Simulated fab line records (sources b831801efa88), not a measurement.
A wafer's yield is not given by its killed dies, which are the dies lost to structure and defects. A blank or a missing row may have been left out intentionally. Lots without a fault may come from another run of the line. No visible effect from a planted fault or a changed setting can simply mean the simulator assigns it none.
Split-lot experiment | flow sky130 | 23 wafers read from 5 lots, route of 708 steps

== ABOUT THE SPLIT ==
At SKY_LI_CONTACT_HDPCVD_00 (deposits PSG, target thk 930 nm, time 155 s), the setting time s was moved away from the recipe's 155 s on 6 of the 23 wafers read, by -8.5% to +8.0%. All remaining wafers had this setting at the recipe value.

Split to reading: the file shows no intervening step.

== THE READING ==
LI_CONTACT_HDPCVD_THK (nm), taken at SKY_LI_CONTACT_THK_MEAS_01. Typical for fault-free wafers on this fab line: 929 nm, with standard deviation 10 nm.

wafer  | tool, chamber at the split | time s as run, s | against the recipe | LI_CONTACT_HDPCVD_THK, nm | against lot-mates on the recipe
L074.1 | hdpcvd-02, 2               | 155              | recipe             | 927                       | -
L074.2 | hdpcvd-02, 0               | 155              | recipe             | 923                       | -
L074.3 | hdpcvd-02, 1               | 141.9            | -8.5%              | 858                       | -70
L074.4 | hdpcvd-02, 1               | 155              | recipe             | 935                       | -
L074.6 | hdpcvd-02, 2               | 141.9            | -8.5%              | 849                       | -79
L077.1 | hdpcvd-01, 0               | 142.5            | -8.1%              | 843                       | -85
L077.2 | hdpcvd-01, 2               | 155              | recipe             | 945                       | -
L077.3 | hdpcvd-01, 2               | 142.5            | -8.1%              | 862                       | -66
L077.4 | hdpcvd-01, 0               | 155              | recipe             | 919                       | -
L077.5 | hdpcvd-01, 0               | 155              | recipe             | 921                       | -
L079.1 | hdpcvd-02, 2               | 155              | recipe             | 929                       | -
L079.4 | hdpcvd-02, 0               | 155              | recipe             | 905                       | -
L079.5 | hdpcvd-02, 2               | 155              | recipe             | 932                       | -
L080.1 | hdpcvd-02, 1               | 167.4            | +8.0%              | 1014                      | +92
L080.2 | hdpcvd-02, 0               | 155              | recipe             | 908                       | -
L080.4 | hdpcvd-02, 0               | 155              | recipe             | 921                       | -
L080.5 | hdpcvd-02, 1               | 167.4            | +8.0%              | 1016                      | +94
L080.6 | hdpcvd-02, 2               | 155              | recipe             | 936                       | -
L085.1 | hdpcvd-02, 1               | 155              | recipe             | 931                       | -
L085.2 | hdpcvd-02, 2               | 155              | recipe             | 933                       | -
L085.3 | hdpcvd-02, 0               | 155              | recipe             | 924                       | -
L085.4 | hdpcvd-02, 1               | 155              | recipe             | 942                       | -
L085.6 | hdpcvd-02, 0               | 155              | recipe             | 923                       | -

FIT RESULTS
A straight line over all 23 wafers: LI_CONTACT_HDPCVD_THK changes by +9.68 nm for each +1% of time s; r = +0.97; the points scatter about the line by 11 nm.
The same after taking each lot's own level away (the mean of its wafers on the recipe; 23 wafers): +10 nm for each +1%; r = +0.97; scatter 10 nm.
On that fit, the largest move of time s shifts the reading by 85 nm.
From 921.7 to 930.6 nm: that is the span of the lots' own levels, equal to 0.9 times the standard deviation above.
The two slopes agree, so the slope changes little with the lot-to-lot level.
Check: for one of the wafers moved furthest among these (-8.5%), held out of the fit, the line's prediction against its lot-mates is -85.3 nm. Against them it came out at -70.3 nm.

== THESE WAFERS: OTHER SPLITS ==
Other splits were also applied to these wafers ahead of the reading. Each is held against what the fit with the lots' levels taken away leaves over:
other split on the same wafers    | wafers away from the commonest value | r with LI_CONTACT_HDPCVD_THK (lot level and that fit taken away)
SKY_LDD_HVN_IMPLANT_08 dose cm2   | 4                                    | +0.24
SKY_LDD_HVP_COAT_02 spin rpm      | 8                                    | -0.01
SKY_LDD_LDN_COAT_02 resist thk nm | 6                                    | -0.24
SKY_LDD_LDN_IMPLANT_11 dose cm2   | 7                                    | -0.02
SKY_SD_P_EXPOSE_04 dose mj        | 5                                    | +0.04
SKY_SD_N_COAT_02 resist thk nm    | 7                                    | -0.26
SKY_SD_N_STRIP_11 power w         | 9                                    | +0.14

== THE WHOLE CHAIN: every reading that the file lists as answering this split, in the file's order ==
step                       | what it does                                | reading                                                                             | change (the file's fit)              | r (the file's)
SKY_LI_CONTACT_HDPCVD_00   | deposits PSG, target thk 930 nm, time 155 s | PSG_of_LI_CONTACT_HDPCVD_00.thk nm (the simulator's own value, which no gauge read) | +9.98 nm for each +1% of the setting | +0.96
SKY_LI_CONTACT_THK_MEAS_01 |                                             | LI_CONTACT_HDPCVD_THK                                                               | +9.93 for each +1% of the setting    | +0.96

== FILE'S OWN FIT ==
LI_CONTACT_HDPCVD_THK changes by +9.93 nm for each +1% of time s, r = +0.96.
